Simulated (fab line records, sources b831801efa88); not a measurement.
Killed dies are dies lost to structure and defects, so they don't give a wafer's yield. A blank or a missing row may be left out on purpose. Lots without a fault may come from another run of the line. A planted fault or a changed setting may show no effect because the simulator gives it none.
fab line records | flow sky130
record lots=12 wafers=36 last_day=50
route steps=708 shown CAP2M@616 METAL4@633
lots that met no fault: from a run of the same line without faults
start_h: hours from the record's first day to the start of the lot's first wafer shown | wait_h: hours since the lot's step before | " the same as in the row above | L1.1+2: a row that stands for several wafers | - no value, or no start given | * or withheld: withheld | < > ~ a bound
route shown NAME@n: a module of which the file shows steps, and the number in the route of the first | usual: mean/standard deviation of fault-free wafers | same: alike in all rows | chamber/n: place in a boat | sites: the reading at each site | _std_site: their standard deviation | _edge_site: outer sites' mean less inner sites' | radius_mm: how far each site lies from the wafer's centre | mask NAME#n: copy n | behind: the tool/chamber that last shaped the wafer | hold: why the lot was held/for how many hours/how that ended | device: the transistor (n, p or np) that didn't switch | end of line: the same wafers' tests at the end of the route | a step without rows: its recipe alone | killed: dies lost to structure and defects at the first sort, not the wafer's yield | map: a wafer's dies, x killed, . not, _ none there
set.NAME: the setting as run; set.NAME@STEP: as run at that earlier step | model.NAME: the simulator's own value behind a step, which no gauge read
steps of the route over a sample of lots; a table a step, a row a wafer
services: from which hour (start_h, from the record's first day; less than 0 if before it) a tool's chamber was out of use, for how many hours, and why
## steps
# step SKY_CAP2M_METAL_ETCH_13
# recipe target_depth_nm=220 stop_on=SiO2 chemistry=Cl2/BCl3 target=TiN pressure_mtorr=10 icp_w=900 bias_w=48.5 Cl2_flow_sccm=60 bcl3_flow_sccm=30 time_s=62.9
# usual drypump_motor_current_A=5.7/0.57 oes_product_au=0.942/0.0066 rf_fwd_power_W=892.4/3 throttle_valve_pct=21.900/0.0095
# columns lot.wafer tool chamber start_h wait_h drypump_motor_current_A oes_product_au rf_fwd_power_W rf_hours_counter_h throttle_valve_pct
L844.1 rie_metal-04 1 958.40 0.0 6.0 0.931 895.4 12 21.916
L844.3 " 1 " " 6.0 0.946 893.2 - 21.916
L844.6 " 0 " " 6.0 0.940 891.6 - 21.907
L846.1 rie_metal-02 1 965.10 0.0 5.5 0.948 895.1 20 21.903
L846.5 " 1 " " 5.5 0.952 895.1 - 21.878
L846.6 " 0 " " 6.6 0.941 895.6 - 21.908
L848.1 rie_metal-03 1 1009.59 0.0 4.7 0.944 892.4 13 21.893
L848.3 " 1 " " 4.7 0.946 892.9 - 21.903
L848.5 " 0 " " 5.6 0.950 893.9 - 21.896
L851.2 rie_metal-04 1 1010.20 0.0 6.0 0.945 890.0 14 21.890
L851.5 " 1 " " 6.0 0.948 885.4 - 21.908
L851.6 " 0 " " 6.0 0.950 891.7 - 21.884
L852.2 rie_metal-02 1 1012.94 0.0 5.5 0.942 892.6 22 21.881
L852.4 " 0 " " 6.6 0.939 895.6 - 21.893
L852.5 " 1 " " 5.5 0.940 891.9 - 21.903
L853.1 rie_metal-03 0 1022.95 0.0 5.6 0.926 891.5 12 21.900
L853.2 " 1 " " 4.7 0.931 895.8 14 21.901
L853.5 " 0 " " 5.6 0.934 891.9 - 21.895
L854.1 rie_metal-03 1 1025.55 0.0 4.7 0.948 892.9 14 21.900
L854.2 " 0 " " 5.6 0.949 893.9 12 21.902
L854.3 " 1 " " 4.7 0.949 893.4 - 21.899
L858.2 rie_metal-02 1 1058.58 0.0 5.5 0.935 892.8 2 21.904
L858.3 " 0 " " 6.6 0.943 889.3 - 21.897
L858.4 " 1 " " 5.5 0.941 893.1 - 21.895
L859.2 rie_metal-03 0 1063.30 0.0 5.6 0.940 891.9 14 21.910
L859.4 " 0 " " 5.6 0.937 893.7 - 21.904
L859.6 " 1 " " 4.7 0.942 1038.6 - 21.893
L862.2 rie_metal-03 1 1079.50 0.0 4.7 0.943 1038.5 17 21.909
L862.3 " 0 " " 5.6 0.945 891.9 - 21.893
L862.5 " 0 " " 5.6 0.950 892.8 - 21.905
L864.1 rie_metal-04 0 1083.59 0.0 6.0 0.946 893.0 4 21.901
L864.2 " 1 " " 6.0 0.948 888.2 20 21.888
L864.3 " 1 " " 6.0 0.953 893.7 - 21.897
L865.2 rie_metal-04 0 1090.84 0.0 6.0 0.930 886.5 5 21.885
L865.3 " 0 " " 6.0 0.946 886.7 - 21.917
L865.6 " 0 " " 6.0 0.935 888.7 - 21.906
# step SKY_CAP2M_STRIP_14
# recipe chemistry=O2/N2 power_w=1400 pressure_mtorr=1500 platen_temp_c=withheld o2_flow_sccm=3000 n2_flow_sccm=300 overash_fraction=0.5
# usual drypump_motor_current_A=5.7/0.44 oes_product_au=0.710/0.0044 strip_time_to_endpoint_s=12.67/0.062
# columns lot.wafer tool chamber start_h wait_h drypump_motor_current_A oes_product_au rf_hours_counter_h strip_time_to_endpoint_s
L844.1 plasma_asher-03 0 958.48 0.1 6.0 0.711 23 12.62
L844.3 " 1 " " 5.9 0.714 - 12.63
L844.6 " 0 " " 6.0 0.700 - 12.70
L846.1 plasma_asher-04 1 965.18 0.1 5.2 0.711 114 12.69
L846.5 " 0 " " 6.3 0.701 - 12.67
L846.6 " 1 " " 5.1 0.702 - 12.69
L848.1 plasma_asher-02 1 1009.67 0.1 5.5 0.713 55 12.73
L848.3 " 1 " " 5.5 0.712 - 12.77
L848.5 " 1 " " 5.5 0.712 - 12.72
L851.2 plasma_asher-03 0 1010.28 0.1 6.0 0.714 28 12.65
L851.5 " 1 " " 6.0 0.704 - 12.66
L851.6 " 0 " " 6.0 0.713 - 12.74
L852.2 plasma_asher-04 0 1013.02 0.1 6.3 0.710 119 12.79
L852.4 " 0 " " 6.3 0.708 - 12.74
L852.5 " 0 " " 6.2 0.713 - 12.70
L853.1 plasma_asher-03 1 1023.03 0.1 6.0 0.709 29 12.70
L853.2 " 0 " " 6.0 0.708 29 12.72
L853.5 " 1 " " 6.0 0.714 - 12.69
L854.1 plasma_asher-04 0 1025.63 0.1 6.3 0.706 120 12.59
L854.2 " 1 " " 5.1 0.717 120 12.58
L854.3 " 0 " " 6.3 0.720 - 12.65
L858.2 plasma_asher-02 1 1058.68 0.1 5.5 0.710 60 12.60
L858.3 " 0 " " 5.2 0.706 - 12.66
L858.4 " 1 " " 5.5 0.720 - 12.58
L859.2 plasma_asher-02 1 1063.44 0.1 5.5 0.708 61 12.68
L859.4 " 1 " " 5.5 0.706 - 12.67
L859.6 " 0 " " 5.2 0.710 - 12.45
L862.2 plasma_asher-02 1 1079.58 0.1 5.5 0.707 62 12.54
L862.3 " 1 " " 5.5 0.709 - 12.74
L862.5 " 1 " " 5.5 0.707 - 12.69
L864.1 plasma_asher-03 0 1083.67 0.1 6.0 0.708 35 12.55
L864.2 " 1 " " 6.0 0.711 35 12.56
L864.3 " 0 " " 6.0 0.715 - 12.56
L865.2 plasma_asher-04 1 1090.92 0.1 5.1 0.713 2 12.69
L865.3 " 0 " " 6.3 0.712 - 12.67
L865.6 " 1 " " 5.2 0.712 - 12.62
# step SKY_METAL4_ETCH_17
# recipe target=SiO2 stop_on=TiN chemistry=C4F8/O2/Ar source_w=1500 bias_w=1200 pressure_mtorr=40 c4f8_flow_sccm=withheld O2_flow_sccm=6 Ar_flow_sccm=300 time_s=3.9 target_depth_a=150
# usual oes_product_au=0.754/0.0067 rf_fwd_power_W=1469/5.5
# columns lot.wafer tool chamber start_h wait_h oes_product_au rf_fwd_power_W rf_hours_counter_h
L844.1 rie_diel-02 1 983.18 0.1 0.740 1478 8
L844.3 " 3 " " 0.754 1464 11
L844.6 " 3 " " 0.744 1466 -
L846.1 rie_diel-04 2 988.53 0.1 0.745 1466 5
L846.5 " 3 " " 0.753 1468 -
L846.6 " 1 " " 0.760 1469 -
L848.1 rie_diel-02 2 1032.98 0.1 0.748 1469 10
L848.3 " 0 " " 0.754 1462 22
L848.5 " 1 " " 0.752 1478 -
L851.2 rie_diel-01 1 1033.33 0.1 0.763 1466 24
L851.5 " 2 " " 0.762 1469 -
L851.6 " 3 " " 0.760 1463 -
L852.2 rie_diel-02 2 1036.38 0.1 0.745 1469 10
L852.4 " 3 " " 0.758 1469 13
L852.5 " 1 " " 0.763 1485 -
L853.1 rie_diel-01 2 1046.02 0.1 0.748 1468 5
L853.2 " 1 " " 0.761 1469 24
L853.5 " 3 " " 0.759 1465 -
L854.1 rie_diel-01 1 1048.43 0.1 0.745 1466 24
L854.2 " 3 " " 0.756 1475 12
L854.3 " 2 " " 0.748 1473 5
L858.2 rie_diel-01 1 1080.48 0.1 0.743 1463 26
L858.3 " 3 " " 0.740 1465 13
L858.4 " 0 " " 0.751 1488 6
L859.2 rie_diel-04 1 1085.28 0.1 0.752 1471 17
L859.4 " 2 " " 0.754 1468 8
L859.6 " 1 " " 0.684 1467 -
L862.2 rie_diel-01 0 1100.62 0.1 0.683 1475 7
L862.3 " 2 " " 0.749 1471 6
L862.5 " 1 " " 0.762 1468 -
L864.1 rie_diel-01 2 1104.65 0.1 0.753 1472 7
L864.2 " 0 " " 0.756 1475 7
L864.3 " 1 " " 0.757 1460 26
L865.2 rie_diel-02 1 1111.52 0.1 0.752 1472 12
L865.3 " 2 " " 0.742 1470 13
L865.6 " 0 " " 0.752 1466 -
## services
# columns tool chamber start_h hours kind
rie_metal-02 - 938.92 0.7 repair
plasma_asher-04 - 941.53 2.4 repair
plasma_asher-02 - 963.70 4.3 repair
rie_metal-03 - 974.87 1.2 repair
plasma_asher-04 - 976.68 2.8 pm
plasma_asher-02 - 977.03 2.0 repair
rie_diel-02 2 1002.32 1.3 repair
rie_metal-04 0 1014.67 - clean
rie_metal-04 0 1014.67 14.9 scheduled_down
rie_metal-04 0 1014.67 14.9 vent_cycle
rie_diel-01 0 1041.95 8.5 repair
plasma_asher-03 - 1044.69 4.3 pm
rie_diel-04 1 1050.04 2.7 repair
plasma_asher-04 - 1055.25 9.0 pm
plasma_asher-04 0 1055.25 9.0 vent_cycle
plasma_asher-04 1 1055.25 9.0 vent_cycle
plasma_asher-03 - 1060.70 4.2 repair
rie_diel-02 3 1062.39 3.0 repair
plasma_asher-04 0 1064.25 - clean
plasma_asher-04 1 1064.25 - clean
rie_diel-02 0 1067.84 - clean
rie_diel-02 0 1067.84 15.3 scheduled_down
rie_metal-02 - 1068.06 1.4 pm
rie_metal-04 - 1092.43 0.4 repair
## key
first_sign step=SKY_CAP2M_METAL_ETCH_13 reading=rf_fwd_power_W direction=up sigmas=49 usual=892.4 struck=1038.5
effect step=SKY_CAP2M_STRIP_14 reading=strip_time_to_endpoint_s direction=down sigmas=2.8 usual=* struck=*
effect step=SKY_METAL4_ETCH_17 reading=oes_product_au direction=down sigmas=10 usual=0.754 struck=0.683
met_at SKY_CAP2M_METAL_ETCH_13
struck_lots L859,L862
struck_wafers L859.6,L862.2
onset_between 1025.55 1063.30
fault kind=process_parameter_drift tool=rie_metal-03 chamber=1 onset_h=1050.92 steps=SKY_CAP2M_METAL_ETCH_13 channel=icp_w offset=144 shape=step end_h=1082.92 acts_in=these_recipes_only stated=900
